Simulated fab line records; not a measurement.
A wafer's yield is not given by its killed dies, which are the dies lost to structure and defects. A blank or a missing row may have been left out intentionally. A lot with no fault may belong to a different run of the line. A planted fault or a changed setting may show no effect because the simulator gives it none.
fab line records | flow sky130
record lots=6 | wafers=18 | last-day=50
route steps=708 shown VIA1@460
lots untouched by any fault: they come from a run of this same line in which no faults occurred
start-h: hours from the record's first day to the start of the lot's first wafer shown | wait-h: hours since the lot's step before | " the same as in the row above | L1.1+2: a row that stands for several wafers | - no value present, or no start provided | * or withheld: withheld | < > ~ a bound
route shown NAME@n: NAME is a module with steps in the file, n the number in the route of the first one | usual: mean and standard deviation over wafers with no fault | same: alike in all rows | chamber/n: place in a boat | sites: per-site readings | _std_site: the standard deviation of these | _edge_site: the outer-site mean with the inner-site mean subtracted | radius-mm: how far each site lies from the wafer's centre | mask NAME#n: copy n | behind: the tool/chamber that last shaped the wafer | hold: why the lot went on hold/how many hours it stayed there/how the hold came to an end | device: which transistor (n, p or np) failed to switch | end of line: at the end of the route, the tests of the same wafers | where a step has no rows: the recipe by itself | killed: at the first sort, the dies lost to defects and structure; wafer yield is something else | map: per-die view of a wafer (x killed, . not killed, _ where there is no die)
set.NAME: the setting that was run; set.NAME@STEP: the one run at that earlier step | model.NAME: the simulator's own value behind a step, which no gauge read
lots at selected steps of the route; one table per step, one row per wafer
services: from which hour (start-h, from the record's first day; less than 0 if before it) a tool's chamber was out of use, for how many hours, and why
## steps
# step SKY_VIA1_CMP_02
# recipe material=SiO2 | down-force-psi=4 | platen-rpm=60 | pad-velocity-m-s=0.94248
# usual motor-current-A=12.1/1.4 | platen-rpm=60.00/0.037
lot.wafer | tool   | chamber | start-h | wait-h | motor-current-A | platen-rpm
L403.3    | cmp-01 | 3       | 771.85  | 0.1    | 11.1            | 60.02
L403.4    | "      | 0       | "       | "      | 13.1            | 59.96
L403.2    | "      | 1       | "       | "      | 13.7            | 59.96
L409.2    | cmp-01 | 0       | 815.41  | 0.0    | 13.5            | 60.02
L409.1    | "      | 1       | "       | "      | 13.5            | 60.00
L409.6    | "      | 0       | "       | "      | 13.5            | 59.96
L415.1    | cmp-02 | 0       | 864.91  | 0.1    | 11.9            | 59.96
L415.4    | "      | 1       | "       | "      | 10.8            | 60.04
L415.2    | "      | 2       | "       | "      | 10.4            | 59.97
L416.4    | cmp-02 | 2       | 871.09  | 0.1    | 10.4            | 59.97
L416.6    | "      | 1       | "       | "      | 10.9            | 59.98
L416.5    | "      | 2       | "       | "      | 10.2            | 60.03
L417.4    | cmp-01 | 3       | 877.61  | 0.1    | 11.0            | 59.97
L417.3    | "      | 0       | "       | "      | 13.5            | 59.94
L417.2    | "      | 1       | "       | "      | 13.1            | 59.99
L424.1    | cmp-02 | 2       | 935.62  | 0.1    | 9.7             | 59.99
L424.3    | "      | 0       | "       | "      | 10.9            | 59.99
L424.6    | "      | 1       | "       | "      | 11.3            | 60.04
# step SKY_VIA1_BOW_MEAS_03
# recipe mode=bow
# usual VIA1_BOW=83/7.7
lot.wafer | tool          | chamber | start-h | wait-h | VIA1_BOW[um]
L403.2    | film-metro-01 | -       | 772.12  | 0.1    | 84
L403.3    | "             | -       | "       | "      | 87
L403.4    | "             | -       | "       | "      | 91
L409.1    | film-metro-03 | -       | 815.71  | 0.2    | 95
L409.2    | "             | -       | "       | "      | 88
L409.6    | "             | -       | "       | "      | 86
L415.1    | film-metro-02 | -       | 865.16  | 0.2    | 78
L415.2    | "             | -       | "       | "      | 95
L415.4    | "             | -       | "       | "      | 86
L416.4    | film-metro-03 | -       | 871.40  | 0.3    | 66
L416.5    | "             | -       | "       | "      | 80
L416.6    | "             | -       | "       | "      | 68
L417.2    | film-metro-02 | -       | 877.88  | 0.1    | 78
L417.3    | "             | -       | "       | "      | 77
L417.4    | "             | -       | "       | "      | 98
L424.1    | film-metro-03 | -       | 935.87  | 0.2    | 84
L424.3    | "             | -       | "       | "      | 80
L424.6    | "             | -       | "       | "      | 104
# step SKY_VIA1_DEHYDRATE_04
# recipe temp-c=200 | time-s=60
# step SKY_VIA1_HMDS_05
# recipe prime-time-s=60 | prime-temp-c=120
# step SKY_VIA1_COAT_06
# recipe resist=BARC | temp-c=withheld | time-s=withheld | spin-rpm=3000 | resist-thk-nm=60
# step SKY_VIA1_COAT_07
# recipe resist=KrF-thick | spin-rpm=3000 | resist-thk-nm=450
# step SKY_VIA1_SOFTBAKE_08
# recipe temp-c=100 | time-s=90 | resist=KrF-thick
# step SKY_VIA1_EXPOSE_09
# recipe mask-id=VIM | na=0.8 | source-shape=annular | sigma-inner=0.55 | sigma-outer=0.85 | target-cd-nm=150 | dose-mj=38
# step SKY_VIA1_PEB_10
# recipe peb-temp-c=withheld | peb-time-s=withheld | resist=KrF-thick
# step SKY_VIA1_DEVELOP_11
# recipe develop-time-s=60 | resist=KrF-thick | dev-temp-c=22.07
# step SKY_VIA1_CD_MEAS_12
# recipe target-cd-nm=150
# usual cd-nm=149.3/1.5
lot.wafer | tool      | chamber | start-h | wait-h | cd-nm
L403.2    | cd-sem-02 | -       | 798.91  | -      | 149.9
L403.3    | "         | -       | "       | "      | 149.7
L403.4    | "         | -       | "       | "      | 149.2
L409.1    | cd-sem-02 | -       | 841.18  | -      | 146.8
L409.2    | "         | -       | "       | "      | 147.2
L409.6    | "         | -       | "       | "      | 147.8
L415.1    | cd-sem-02 | -       | 891.33  | -      | 149.3
L415.2    | "         | -       | "       | "      | 152.3
L415.4    | "         | -       | "       | "      | 150.3
L416.4    | cd-sem-02 | -       | 897.24  | -      | 149.3
L416.5    | "         | -       | "       | "      | 149.3
L416.6    | "         | -       | "       | "      | 150.0
L417.2    | cd-sem-02 | -       | 902.47  | -      | 152.1
L417.3    | "         | -       | "       | "      | 151.6
L417.4    | "         | -       | "       | "      | 150.1
L424.1    | cd-sem-02 | -       | 960.53  | -      | 148.2
L424.3    | "         | -       | "       | "      | 147.6
L424.6    | "         | -       | "       | "      | 148.0
# step SKY_VIA1_OVL_MEAS_13
# usual VIA1_OVL=-3/5.1
lot.wafer | tool       | chamber | start-h | wait-h | VIA1_OVL[nm]
L403.2    | overlay-01 | -       | 799.02  | 0.1    | 3
L403.3    | "          | -       | "       | "      | 2
L403.4    | "          | -       | "       | "      | 5
L409.1    | overlay-02 | -       | 841.30  | 0.1    | -5
L409.2    | "          | -       | "       | "      | -3
L409.6    | "          | -       | "       | "      | -3
L415.1    | overlay-02 | -       | 891.45  | 0.1    | -5
L415.2    | "          | -       | "       | "      | -6
L415.4    | "          | -       | "       | "      | -3
L416.4    | overlay-01 | -       | 897.32  | 0.1    | -8
L416.5    | "          | -       | "       | "      | -10
L416.6    | "          | -       | "       | "      | -9
L417.2    | overlay-02 | -       | 902.57  | 0.1    | 1
L417.3    | "          | -       | "       | "      | -3
L417.4    | "          | -       | "       | "      | 4
L424.1    | overlay-01 | -       | 960.65  | 0.1    | -5
L424.3    | "          | -       | "       | "      | -4
L424.6    | "          | -       | "       | "      | -6
# step SKY_VIA1_ETCH_14
# recipe chemistry=N2/H2 | target=BARC | ion-energy-ev=200 | source-w=500 | bias-w=100 | pressure-mtorr=30 | n2-flow-sccm=100 | h2-flow-sccm=200 | stop-on=SiO2 | time-s=45.9 | target-depth-a=600
# usual drypump-motor-current-A=5.7/0.58 | oes-product-au=0.854/0.0047 | run-length-s=74.1/0.36 | throttle-valve-pct=13.224/0.0094
lot.wafer | tool        | chamber | start-h | wait-h | drypump-motor-current-A | oes-product-au | rf-hours-counter-h | run-length-s | throttle-valve-pct | model.KrF-thick_of_VIA1_COAT_07.thk-nm
L403.2    | rie-diel-04 | 1       | 799.05  | 0.0    | 6.3                     | 0.858          | 14                 | 74.9         | 13.222             | 394.2
L403.3    | "           | 0       | "       | "      | 5.9                     | 0.856          | 6                  | 73.9         | 13.226             | 394.6
L403.4    | "           | 3       | "       | "      | 6.3                     | 0.845          | 20                 | 74.0         | 13.227             | 392.6
L409.1    | rie-diel-01 | 1       | 841.33  | 0.0    | 4.9                     | 0.863          | 6                  | 73.6         | 13.228             | 392.4
L409.2    | "           | 3       | "       | "      | 4.8                     | 0.848          | 3                  | 74.2         | 13.235             | 393.4
L409.6    | "           | 0       | "       | "      | 5.8                     | 0.852          | -                  | 74.0         | 13.209             | 393.1
L415.1    | rie-diel-01 | 3       | 891.48  | 0.0    | 4.8                     | 0.921          | 4                  | 70.7         | 13.226             | 395.7
L415.2    | "           | 0       | "       | "      | 5.8                     | 0.923          | 6                  | 70.1         | 13.239             | 394.5
L415.4    | "           | 2       | "       | "      | 5.1                     | 0.920          | 10                 | 70.5         | 13.248             | 395.3
L416.4    | rie-diel-01 | 1       | 897.34  | 0.0    | 4.9                     | 0.921          | 7                  | 69.8         | 13.230             | 394.1
L416.5    | "           | 1       | "       | "      | 4.9                     | 0.918          | -                  | 70.1         | 13.224             | 396.1
L416.6    | "           | 2       | "       | "      | 5.1                     | 0.917          | -                  | 70.3         | 13.213             | 395.9
L417.2    | rie-diel-03 | 2       | 902.60  | 0.0    | 5.7                     | 0.851          | 15                 | 73.5         | 13.221             | 396.4
L417.3    | "           | 3       | "       | "      | 6.0                     | 0.859          | 25                 | 74.8         | 13.214             | 394.8
L417.4    | "           | 0       | "       | "      | 6.3                     | 0.855          | -                  | 74.0         | 13.227             | 393.2
L424.1    | rie-diel-03 | 3       | 960.69  | 0.0    | 6.0                     | 0.854          | 1                  | 74.2         | 13.195             | 393.3
L424.3    | "           | 2       | "       | "      | 5.7                     | 0.852          | 17                 | 73.9         | 13.214             | 391.8
L424.6    | "           | 3       | "       | "      | 6.0                     | 0.855          | -                  | 74.4         | 13.215             | 393.6
# step SKY_VIA1_ETCH_15
# recipe target=SiO2 | chemistry=C4F8/O2/Ar | target-depth-nm=351 | stop-on=TiN | mask-material=KrF-thick | source-w=1500 | bias-w=1200 | pressure-mtorr=40 | c4f8-flow-sccm=withheld | O2_flow_sccm=6 | Ar_flow_sccm=300 | time-s=54
# usual oes-product-au=0.980/0.0059 | run-length-s=82.1/0.33
lot.wafer | tool        | chamber | start-h | wait-h | oes-product-au | rf-hours-counter-h | run-length-s | model.KrF-thick_of_VIA1_COAT_07.thk-nm
L403.2    | rie-diel-04 | 1       | 799.09  | 0.0    | 0.979          | 14                 | 82.6         | 324.6
L403.3    | "           | 0       | "       | "      | 0.977          | 6                  | 81.7         | 324.5
L403.4    | "           | 3       | "       | "      | 0.981          | 20                 | 82.2         | 321.7
L409.1    | rie-diel-01 | 1       | 841.38  | 0.0    | 0.983          | 6                  | 81.5         | 322.9
L409.2    | "           | 3       | "       | "      | 0.973          | 3                  | 82.5         | 324.2
L409.6    | "           | 0       | "       | "      | 0.975          | -                  | 82.2         | 323.8
L415.1    | rie-diel-01 | 3       | 891.53  | 0.0    | 0.988          | 4                  | 82.4         | 326
L415.2    | "           | 0       | "       | "      | 0.984          | 6                  | 82.0         | 324.8
L415.4    | "           | 2       | "       | "      | 0.988          | 10                 | 82.1         | 325.2
L416.4    | rie-diel-01 | 1       | 897.38  | 0.0    | 0.983          | 7                  | 81.5         | 324.6
L416.5    | "           | 1       | "       | "      | 0.983          | -                  | 81.7         | 326.3
L416.6    | "           | 2       | "       | "      | 0.983          | -                  | 82.2         | 326.4
L417.2    | rie-diel-03 | 2       | 902.64  | 0.0    | 0.982          | 15                 | 81.7         | 325.5
L417.3    | "           | 3       | "       | "      | 0.978          | 25                 | 82.2         | 325.3
L417.4    | "           | 0       | "       | "      | 0.988          | -                  | 82.1         | 322.8
L424.1    | rie-diel-03 | 3       | 960.73  | 0.0    | 0.981          | 1                  | 82.7         | 324.4
L424.3    | "           | 2       | "       | "      | 0.984          | 17                 | 81.9         | 321.3
L424.6    | "           | 3       | "       | "      | 0.981          | -                  | 82.1         | 324.7
# step SKY_VIA1_STRIP_16
# recipe chemistry=O2/N2 | power-w=1400 | pressure-mtorr=1500 | platen-temp-c=withheld | o2-flow-sccm=3000 | n2-flow-sccm=300 | overash-fraction=0.5
# usual drypump-motor-current-A=5.6/0.37 | oes-product-au=0.416/0.0047 | strip-time-to-endpoint-s=4.460/0.018
lot.wafer | tool            | chamber | start-h | wait-h | drypump-motor-current-A | oes-product-au | rf-hours-counter-h | strip-time-to-endpoint-s
L403.2    | plasma-asher-02 | 0       | 799.13  | 0.0    | 5.2                     | 0.415          | 67                 | 4.483
L403.3    | "               | 0       | "       | "      | 5.2                     | 0.415          | -                  | 4.478
L403.4    | "               | 1       | "       | "      | 6.2                     | 0.419          | -                  | 4.462
L409.1    | plasma-asher-04 | 1       | 841.42  | 0.0    | 6.3                     | 0.416          | 103                | 4.459
L409.2    | "               | 0       | "       | "      | 5.6                     | 0.414          | 103                | 4.457
L409.6    | "               | 0       | "       | "      | 5.6                     | 0.415          | -                  | 4.484
L415.1    | plasma-asher-01 | 1       | 891.57  | 0.0    | 5.5                     | 0.418          | 45                 | 4.497
L415.2    | "               | 0       | "       | "      | 5.4                     | 0.414          | 45                 | 4.474
L415.4    | "               | 0       | "       | "      | 5.4                     | 0.425          | -                  | 4.477
L416.4    | plasma-asher-01 | 0       | 897.46  | 0.1    | 5.4                     | 0.415          | -                  | 4.488
L416.5    | "               | 1       | "       | "      | 5.5                     | 0.423          | -                  | 4.480
L416.6    | "               | 0       | "       | "      | 5.4                     | 0.423          | -                  | 4.507
L417.2    | plasma-asher-01 | 1       | 902.69  | 0.0    | 5.5                     | 0.421          | 46                 | 4.486
L417.3    | "               | 1       | "       | "      | 5.5                     | 0.421          | -                  | 4.497
L417.4    | "               | 0       | "       | "      | 5.4                     | 0.417          | -                  | 4.467
L424.1    | plasma-asher-02 | 0       | 960.77  | 0.0    | 5.3                     | 0.421          | 84                 | 4.468
L424.3    | "               | 0       | "       | "      | 5.3                     | 0.423          | -                  | 4.452
L424.6    | "               | 1       | "       | "      | 6.2                     | 0.414          | -                  | 4.475
## services
tool            | chamber | start-h | hours | kind
rie-diel-01     | 0       | 755.91  | 21.2  | repair
cmp-02          | -       | 758.04  | 1.6   | repair
rie-diel-04     | 0       | 760.95  | 3.2   | repair
cmp-02          | -       | 761.58  | 4.0   | pm
cmp-01          | -       | 765.58  | 3.7   | pm
rie-diel-04     | -       | 784.82  | 1.7   | repair
rie-diel-01     | 2       | 789.06  | 4.2   | repair
plasma-asher-01 | -       | 802.48  | 11.0  | repair
plasma-asher-01 | -       | 814.02  | 1.2   | repair
rie-diel-04     | -       | 818.61  | 14.6  | pm
rie-diel-01     | 0       | 824.43  | 1.8   | repair
rie-diel-04     | 2       | 836.92  | 4.7   | repair
rie-diel-04     | -       | 837.82  | 1.1   | repair
rie-diel-04     | -       | 838.34  | 0.4   | repair
rie-diel-04     | -       | 844.92  | 2.8   | pm
rie-diel-03     | 3       | 851.24  | 16.1  | repair
cmp-02          | -       | 856.66  | 0.4   | repair
rie-diel-04     | 1       | 865.57  | 4.9   | repair
rie-diel-04     | 0       | 871.75  | 2.6   | repair
cmp-02          | -       | 893.60  | 2.6   | repair
rie-diel-03     | 1       | 902.48  | 5.8   | repair
cmp-01          | -       | 912.00  | 4.0   | pm
rie-diel-01     | 0       | 923.02  | 3.5   | repair
rie-diel-01     | 0       | 947.70  | 8.1   | repair
## key
first-sign step=SKY_VIA1_ETCH_14 | reading=oes-product-au | direction=up | sigmas=14 | usual=0.854 | struck=0.920
effect step=SKY_VIA1_ETCH_14 | reading=run-length-s | direction=down | sigmas=11 | usual=* | struck=*
model-effect step=SKY_VIA1_ETCH_14 | value=KrF-thick_of_VIA1_COAT_07.thk-nm | without=391.9 | struck=395.2
model-effect step=SKY_VIA1_ETCH_15 | value=KrF-thick_of_VIA1_COAT_07.thk-nm | without=322.2 | struck=325.6
met-at SKY_VIA1_ETCH_14
struck-wafers L415.1,L415.2,L415.4,L416.4,L416.5,L416.6
sort-left-out L415.1,L415.2,L415.4,L416.4,L416.5,L416.6
onset-between 841.33 891.48
fault kind=process-parameter-drift | tool=rie-diel-01 | chamber=- | onset-h=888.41 | steps=SKY_VIA1_ETCH_14 | channel=time-s | offset=* | shape=step | end-h=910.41 | acts-in=* | stated=*
# sort-left-out: the simulated sort isn't trusted on such a fault, so these wafers' sort isn't shown, and their yield isn't known
